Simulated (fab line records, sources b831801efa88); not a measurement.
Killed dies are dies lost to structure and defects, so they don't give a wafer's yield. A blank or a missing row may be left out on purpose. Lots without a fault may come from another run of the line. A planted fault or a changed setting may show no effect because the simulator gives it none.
Problem report in the 8D (eight disciplines) form, filled by code | flow sky130 | the parts of the form that need people (team, actions taken, sign-off) are left out

1. THE PROBLEM
CONTACT_HDPCVD_THK at SKY_CONTACT_THK_MEAS_03 reads a mean of 449 nm on 6 wafers of 2 lots; wafers without a fault read 564 nm with a standard deviation of 5.2. That is -22 standard deviations from the usual mean.
First seen on wafer L912.2, day 33 23:16, on film_metro-02. The record holds 33 wafers of 11 lots with a number at this step. Rule for "out", or "out of limits": more than 4 standard deviations from the usual mean. The other wafers with a number count as sound.

2. WHAT IT IS AND WHAT IT IS NOT
question                    | is                     | is not
which readings at this step | CONTACT_HDPCVD_THK     | -
which lots                  | L912, L914             | L904, L905, L906, L907, L908, L915, L923, L924, L925
which wafers of those lots  | all that have a number | -
read on which gauges        | film_metro-02          | film_metro-03, film_metro-04
when                        | from day 33 23:16      | up to then (15 sound wafers); but 12 sound wafers of L915, L923, L924, L925 came after

3. SUSPECTS, AND WHAT RULES EACH OUT
Counting: a tool at a process step up to the reading stays a suspect if it ran every lot that is out and no sound lot after the first of them.
- the gauge at SKY_CONTACT_THK_MEAS_03: ruled out. All the wafers that are out were read on film_metro-02, but those of them that SKY_CONTACT_HDPCVD_02 has rows for are out there too, on other tools.
- hdpcvd-01 at SKY_CONTACT_HDPCVD_02 (deposits SiO2, target thk 565 nm, time 94.2 s): ruled out as a lasting fault. Sound lots L924, L925 ran on it after its first lot that is out, L912 (day 33 23:11).
Left after counting: nothing in the record.

4. THE CAUSE (what the simulator had put in)
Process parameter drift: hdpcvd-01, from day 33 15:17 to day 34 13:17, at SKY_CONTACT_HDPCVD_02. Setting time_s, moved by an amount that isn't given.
Counting ruled it out, wrongly: the rule takes a fault to strike every lot that its tool runs from its start on, and this one did not.

5. THE CHAIN OF EFFECTS, in route order
Each row: a reading whose mean over the struck wafers that have a number lies more than 3 standard deviations from the usual. Only readings for which the record gives a usual standard deviation are gone through. hours: the time from each lot's start at the first step in this table that gives one to its start at this step, as a median over the lots. sigmas: the change in usual standard deviations.
hours | step                    | reading            | usual   | on struck wafers | change | sigmas
0     | SKY_CONTACT_HDPCVD_02   | run_length_s       | 122.1 s | 103.3            | -18.8  | -32
0     | SKY_CONTACT_THK_MEAS_03 | CONTACT_HDPCVD_THK | 564 nm  | 449              | -115   | -22
0     | SKY_CONTACT_CMP_04      | time_to_endpoint_s | 84 s    | 39               | -45    | -10
The process steps in it:
- SKY_CONTACT_HDPCVD_02: deposits SiO2, target thk 565 nm, time 94.2 s.
- SKY_CONTACT_CMP_04: polishes SiO2.
Later measuring or inspecting steps at which every struck wafer that the step has a row for has a number for every such reading, and none has moved that far: SKY_METAL1_OVL_MEAS_16, SKY_METAL2_RS_MEAS_05.

6. WHAT WOULD HAVE CAUGHT IT SOONER
In this record the first reading out of limits at a measuring or inspecting step was taken at day 33 23:16, 8 hours after the fault began at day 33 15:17.
The tool's own readings at SKY_CONTACT_HDPCVD_02 were out on every struck wafer that the step has a row for (run_length_s): an alarm limit on them would have fired on the first of those.
